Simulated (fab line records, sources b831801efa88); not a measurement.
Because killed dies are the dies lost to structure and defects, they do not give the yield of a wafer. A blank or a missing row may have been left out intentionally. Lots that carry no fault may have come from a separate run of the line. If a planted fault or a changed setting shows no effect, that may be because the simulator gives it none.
Struck lot and sound lot, side by side | flow gf180mcu | 17 out of 602 route steps
Sound: the wafers L838.2, L838.3, L838.4. Struck: wafer L848.3. (L848.5 of the same lot was not struck and is left out.) The cause comes at the end.
Each step with rows lists, per side, the tool, then ch with its chambers, then its first start. Under that, the readings that differ: sound wafers | struck wafers | difference of the means | sigmas: that difference in standard deviations of wafers without a fault.
alike: a reading whose means differ by less than 2 such deviations, as well as words and numbers matching on both sides. not compared: withheld readings; readings where some wafer has no value; bounds like >300 that might hide an equal value; numbers whose values overlap and for which the record gives no deviation.
The two part at a step that has a row with sigmas, a row that says differs or no value, or rows on one side only. Non-overlapping numbers with no deviation appear without sigmas and do not part them. A reading that every wafer of one side lacks parts them only if that side has two wafers or more.

first, 1 step without rows for these wafers: GF_STI_OXIDATION_01 (stabilise 600 s, purge 300 s, target thk 10 nm).
GF_STI_THK_MEAS_02:
  sound on film_metro-02 at day 2 02:31; struck on film_metro-01 at day 4 06:38
  alike: STI_OXIDATION_THK
then, 1 step without rows for these wafers: GF_STI_CVD_03 (deposits Si3N4 from DCS/NH3, target thk 207.16 nm, time 3551 s).
GF_STI_THK_MEAS_04:
  sound on film_metro-03 at day 2 05:34; struck on film_metro-01 at day 4 08:41
  alike: STI_CVD_03_THK
then, 7 steps without rows for these wafers: GF_STI_DEHYDRATE_05 (time 60 s); GF_STI_HMDS_06 (prime time 60 s); GF_STI_COAT_07 (resist thk 700 nm); GF_STI_SOFTBAKE_08 (time 60 s); GF_STI_EXPOSE_09 (exposes mask COMP, target cd 220 nm); GF_STI_PEB_10 (peb time 90 s); GF_STI_DEVELOP_11 (develop time 60 s).
GF_STI_CD_MEAS_12: the cd target is 220 nm.
  sound on cd_sem-02 at day 2 17:25; struck on cd_sem-02 at day 4 22:07
  alike: cd_nm
GF_STI_ETCH_13: etches the open film in CHF3/O2, stops on Si, target depth 282.31 nm, time 112.9 s.
  sound on rie_diel-03 ch 0,1, day 2 17:31; struck on rie_diel-03 ch 3, day 4 22:11
  reading                              | sound             | struck | difference | sigmas
  oes_product_au (a.u.)                | 0.835 0.827 0.827 | 1.008  | +0.178     | +30
  run_length_s (s)                     | 141.2 142.2 141.5 | 93.0   | -48.6      | -99 or more
  throttle_valve_pct (%)               | 8.816 8.814 8.815 | 8.867  | +0.052     | +6
  model.KrF_of_STI_COAT_07.thk_nm (nm) | 441.7 441.9 440.4 | 544.8  | +103.5     |
  model.etch.depth_nm (nm)             | 207.6 205.6 205.6 | 163.7  | -42.6      |
  alike: chamber_pressure_mTorr, drypump_motor_current_A
  not compared: rf_hours_counter_h
GF_STI_ETCH_14: etches Si in HBr/Cl2/O2, target depth 360 nm, time 102.9 s.
  sound on rie_si-02 ch 0,2,3, day 2 17:35; struck on rie_si-01 ch 3, day 4 22:16
  reading                              | sound                | struck | difference | sigmas
  oes_product_au (a.u.)                | 1.009 0.995 1.002    | 0.356  | -0.646     | -73
  rf_hours_counter_h (h)               | 140 5 56             | 4      | -63        |
  throttle_valve_pct (%)               | 25.648 25.682 25.659 | 26.101 | +0.438     | +44
  model.KrF_of_STI_COAT_07.thk_nm (nm) | 320.5 323.1 320.3    | 423.2  | +101.9     |
  alike: chamber_pressure_mTorr, drypump_motor_current_A, run_length_s
GF_STI_STRIP_15: strips in O2/N2.
  sound on plasma_asher-03 ch 0,1, day 2 17:40; struck on plasma_asher-04 ch 1, day 4 22:22
  reading                      | sound             | struck | difference | sigmas
  heater_power_w (W)           | 450 441 341       | 289    | -122       | -3
  n2_flow_sccm (sccm)          | 301.2 301.5 298.4 | 298.2  | -2.2       | -2
  oes_product_au (a.u.)        | 0.387 0.391 0.385 | 0.434  | +0.046     | +9
  strip_time_to_endpoint_s (s) | 3.74 3.76 3.72    | 4.80   | +1.06      | +25
  alike: chamber_pressure_mTorr, drypump_motor_current_A, o2_flow_sccm
  not compared: rf_hours_counter_h
then, 1 step without rows for these wafers: GF_STI_CLEAN_16 (cleans in dHF, time 25 s).
-- the record jumps here: 28 days lie between the struck wafers' starts before and after (it left off in module STI and takes up again in module PASSIVATION, whose first step shown is number 602 of the route) --
GF_PASSIVATION_PROBE_99:
  record: rows for the struck wafers here (prober-02, day 32 22:13), none for the sound ones

== WHERE THEY PART ==
Earliest at GF_STI_ETCH_13; latest, in this record, at GF_PASSIVATION_PROBE_99.

WHY: what had been put in by the simulator
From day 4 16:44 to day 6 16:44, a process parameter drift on rie_diel-03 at GF_STI_ETCH_13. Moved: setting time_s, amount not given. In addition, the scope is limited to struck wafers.
